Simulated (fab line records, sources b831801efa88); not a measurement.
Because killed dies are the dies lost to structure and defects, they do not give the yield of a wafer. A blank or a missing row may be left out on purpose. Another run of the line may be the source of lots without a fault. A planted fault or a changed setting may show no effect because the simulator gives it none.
2 desks, one fault	flow gf180mcu	each desk holds nothing but its own numbers, with what lay behind them at the end

THE METROLOGY DESK
Means of the sampled wafers that have a number, per lot and without regard to the tool the lot ran on: this is what the gauges read. Marked OUT: a lot whose mean sits more than 4 standard deviations from the usual mean, which makes it out of limits; the brackets give that distance.
Columns: A = MVSD_TW at GF_MVSD_TW_MEAS_11, usual 1589; B = MVSD_RS at GF_VT_IMPLANT_RS_MEAS_46, usual 456.7 ohm/sq; C = SAB_OVL at GF_SAB_OVL_MEAS_10, usual -0.6 nm; D = M1_OVL at GF_M1_OVL_MEAS_15, usual -3 nm
lot	first seen here	A	B	C	D
L240	day 4 17:05	1582	455.9	-0.7	-2
L244	day 5 14:28	1598	456.6	1.6	-6
L245	day 5 22:16	1591	456.8	-1.6	-2
L246	day 6 03:16	1691 (+13) OUT	409.4 (-36) OUT	-0.3	-6
L247	day 6 08:40	1697 (+14) OUT	410.0 (-36) OUT	-1.4	-2
L248	day 6 15:56	1699 (+14) OUT	408.2 (-37) OUT	-0.1	-4
L252	day 7 15:36	1594	455.2	0.0	-2
L254	day 8 02:23	1595	455.4	0.9	-2
L258	day 9 01:35	1581	458.1	-0.8	-4
L259	day 9 06:47	1589	456.5	0.9	-5
L260	day 9 10:13	1588	455.3	-2.2	1
L261	day 9 21:58	1585	459.0	0.1	-4
L262	day 10 05:00	1582	457.7	-1.4	-3
Per this desk, out of limits: L246, L247, L248; the first was L246, day 6 03:16 (MVSD_TW at GF_MVSD_TW_MEAS_11). Within limits: L240, L244, L245, L252, L254, L258, L259, L260, L261, L262.

DESK OF THE TOOL OWNER: implanter-03
The tool's own readings at GF_MVSD_IMPLANT_08, given as means over the sampled wafers that have a number, one for each lot that went through this tool. Marked OUT: a lot whose mean sits more than 4 standard deviations from the usual mean, which makes it out of limits; the brackets give that distance.
Columns: A = beam_on_s at GF_MVSD_IMPLANT_08, usual 9.99 s; B = end_station_pressure_torr at GF_MVSD_IMPLANT_08, usual 5.06e-06 Torr; C = faraday_current_uA at GF_MVSD_IMPLANT_08, usual 90.3
lot	first seen here	A	B	C
L244	day 5 14:04	10.08	5.26e-06	89.7
L245	day 5 21:52	9.83	4.91e-06	91.8
L246	day 6 02:52	12.68 (+12) OUT	1.04e-04 (+99 or more) OUT	72.0 (-9.2) OUT
L247	day 6 08:16	12.28 (+9.9) OUT	1.08e-04 (+99 or more) OUT	74.2 (-8.0) OUT
L248	day 6 15:33	12.33 (+10) OUT	1.08e-04 (+99 or more) OUT	73.8 (-8.2) OUT
L258	day 9 01:11	9.98	5.07e-06	90.4
L260	day 9 09:49	10.07	5.09e-06	89.3
This desk's verdict: out of limits on L246, L247, L248, starting with L246 at day 6 02:52 (beam_on_s at GF_MVSD_IMPLANT_08). Within limits: L244, L245, L258, L260.

ALL TOGETHER
At day 6 02:52, on L246, L247, L248, the tool owner's desk was in a position to raise an alarm.
On L246, L247, L248, the metrology desk was in a position to raise an alarm at day 6 03:16.
On implanter-03, each named lot ran GF_MVSD_IMPLANT_08.

WHAT THE SIMULATOR HAD PUT IN
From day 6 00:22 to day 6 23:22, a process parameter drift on implanter-03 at GF_MVSD_IMPLANT_08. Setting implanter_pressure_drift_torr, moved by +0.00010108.
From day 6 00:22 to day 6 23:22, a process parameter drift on implanter-03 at GF_MVSD_IMPLANT_08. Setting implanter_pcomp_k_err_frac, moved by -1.
Shown lots that were struck: L246, L247, L248.
Fault start to first reading out of limits, in hours, per desk: tool owner, 2; metrology, 3.
